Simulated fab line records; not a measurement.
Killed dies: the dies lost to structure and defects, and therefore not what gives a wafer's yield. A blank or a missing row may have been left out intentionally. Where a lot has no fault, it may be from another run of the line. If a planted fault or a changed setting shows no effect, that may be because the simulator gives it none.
Chamber matching | flow sfq-line | 4 sister chambers for SFQ_TRILAYER_I0_VIA_BARC_OPEN_VIA_ETCH_046 on rie-diel-04
The step etches BARC in O2, target depth 125 nm, time 41.7 s. 16 wafers are shown with their chamber, then 8 later ones without.

EACH WAFER AND ITS CHAMBER
wafer  | chamber | drypump-motor-current-A (A) | oes-product-au (a.u.) | rf-fwd-power-W (W)
L999.3 | 1       | 6.06                        | 0.683                 | 497.7
L999.4 | 3       | 5.92                        | 0.686                 | 494.0
L999.5 | 0       | 5.47                        | 0.687                 | 495.4
L101.2 | 3       | 5.92                        | 0.680                 | 496.7
L101.5 | 2       | 5.96                        | 0.686                 | 495.6
L101.6 | 3       | 5.93                        | 0.686                 | 499.3
L103.2 | 1       | 6.04                        | 0.686                 | 496.8
L103.3 | 3       | 5.94                        | 0.686                 | 496.3
L103.4 | 3       | 5.94                        | 0.689                 | 495.8
L110.1 | 1       | 6.06                        | 0.684                 | 495.7
L110.3 | 3       | 5.93                        | 0.685                 | 495.7
L110.4 | 2       | 5.95                        | 0.685                 | 496.1
L111.1 | 3       | 5.92                        | 0.688                 | 498.0
L111.4 | 1       | 6.06                        | 0.690                 | 496.5
L111.6 | 1       | 6.06                        | 0.680                 | 494.2
L115.1 | 1       | 6.06                        | 0.675                 | 495.1

SIGNATURES (means of the wafers above)
reading                 | chamber 0 | chamber 1 | chamber 2 | chamber 3 | scatter within a chamber
drypump-motor-current-A | 5.4700    | 6.0567    | 5.9550    | 5.9286    | 0.00851
oes-product-au          | 0.68700   | 0.68300   | 0.68550   | 0.68571   | 0.00389
rf-fwd-power-W          | 495.400   | 496.000   | 495.850   | 496.543   | 1.46
Rule: a wafer's distance from a chamber is the root of the sum, over the readings, of the square of ((its reading less the chamber's mean) divided by the reading's scatter). If the next closest chamber is less than 2 further off than the closest, the wafer can't be placed; otherwise it belongs to the closest. How the scatter is found: for the shown wafers, subtract from each reading the mean of its chamber, square and add these, divide the total by (wafers less chambers), then take the root.

WAFERS WITHOUT THEIR CHAMBER
wafer  | drypump-motor-current-A (A) | oes-product-au (a.u.) | rf-fwd-power-W (W)
L115.3 | 5.92                        | 0.686                 | 497.2
L115.4 | 6.02                        | 0.680                 | 496.3
L117.3 | 6.00                        | 0.688                 | 494.3
L117.4 | 5.92                        | 0.684                 | 496.2
L117.5 | 6.06                        | 0.680                 | 497.9
L118.2 | 6.06                        | 0.681                 | 498.2
L118.4 | 5.95                        | 0.679                 | 494.8
L118.5 | 5.47                        | 0.677                 | 497.7

WHICH CHAMBER EACH ONE RAN IN
wafer  | from the rows above     | in truth
L115.3 | 3                       | 3
L115.4 | 1                       | 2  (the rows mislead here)
L117.3 | can't be placed: 2 or 1 | 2
L117.4 | 3                       | 3
L117.5 | 1                       | 1
L118.2 | 1                       | 1
L118.4 | can't be placed: 2 or 3 | 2
L118.5 | 0                       | 0
5 of 8 placed correctly. Unplaceable from these rows: 2, with the true chamber sitting among the candidates in 2. Placed wrongly: 1.
